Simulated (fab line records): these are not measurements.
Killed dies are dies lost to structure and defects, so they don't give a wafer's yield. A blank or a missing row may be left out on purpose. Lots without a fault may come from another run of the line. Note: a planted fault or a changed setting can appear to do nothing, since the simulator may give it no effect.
Chamber matching    flow sky130    SKY_VIA3_ETCH_14 on rie_diel-03 has 4 sister chambers
The step etches BARC in N2/H2, stops on SiO2, time 45.9 s, target depth 60 nm. 22 wafers are shown with their chamber, then 11 later ones without.

== WAFERS, EACH WITH ITS CHAMBER ==
wafer   chamber  drypump_motor_current_A (A)  oes_product_au (a.u.)  throttle_valve_pct (%)
L074.1  1        5.4                          0.853                  13.225
L074.2  3        5.9                          0.849                  13.223
L074.4  2        5.6                          0.840                  13.231
L076.1  0        5.1                          0.850                  13.231
L076.2  1        5.4                          0.856                  13.234
L076.5  0        5.1                          0.851                  13.230
L077.2  3        5.9                          0.854                  13.229
L077.3  0        5.1                          0.854                  13.228
L077.6  1        5.4                          0.859                  13.219
L078.3  2        5.6                          0.857                  13.222
L078.5  1        5.4                          0.856                  13.211
L078.6  2        5.6                          0.856                  13.208
L080.2  3        5.9                          0.843                  13.231
L080.4  1        5.4                          0.858                  13.226
L080.6  3        5.8                          0.854                  13.237
L082.1  0        5.1                          0.852                  13.232
L082.3  2        5.6                          0.839                  13.234
L082.5  1        5.4                          0.852                  13.232
L084.2  0        5.1                          0.854                  13.232
L084.5  3        5.9                          0.857                  13.224
L084.6  2        5.6                          0.848                  13.243
L085.3  2        5.6                          0.853                  13.218

SIGNATURES (averages over the wafers above)
reading                  chamber 0  chamber 1  chamber 2  chamber 3  scatter within a chamber
drypump_motor_current_A  5.100      5.400      5.600      5.880      0.0211
oes_product_au           0.85220    0.85567    0.84883    0.85140    0.00518
throttle_valve_pct       13.23060   13.22450   13.22600   13.22880   0.00844
Rule: for a wafer and a chamber, the distance is found by dividing, reading by reading, the gap between the wafer's reading and the chamber's mean by the reading's scatter, squaring, summing and taking the root. The wafer belongs to the nearest chamber; if the next one is less than 2 further off, it can't be placed. The scatter: the root of (the sum of the squares of (reading less its chamber's mean) over the shown wafers, divided by (wafers less chambers)).

== WAFERS WITH NO CHAMBER GIVEN ==
wafer   drypump_motor_current_A (A)  oes_product_au (a.u.)  throttle_valve_pct (%)
L085.4  5.2                          0.859                  13.238
L085.5  5.9                          0.848                  13.232
L091.2  5.4                          0.852                  13.228
L091.4  5.9                          0.855                  13.236
L091.5  5.9                          0.859                  13.229
L093.3  5.6                          0.860                  13.243
L093.4  5.4                          0.853                  13.229
L093.5  5.4                          0.851                  13.235
L095.2  5.8                          0.861                  13.233
L095.3  5.4                          0.861                  13.208
L095.5  5.1                          0.864                  13.233

== WHICH CHAMBER EACH WENT THROUGH ==
wafer   from the rows above  in truth
L085.4  0                    0
L085.5  3                    3
L091.2  1                    1
L091.4  3                    3
L091.5  3                    3
L093.3  2                    2
L093.4  1                    1
L093.5  1                    1
L095.2  3                    3
L095.3  1                    1
L095.5  0                    0
11 of 11 placed correctly. Can't be placed from these rows: 0. Placed wrongly: 0.
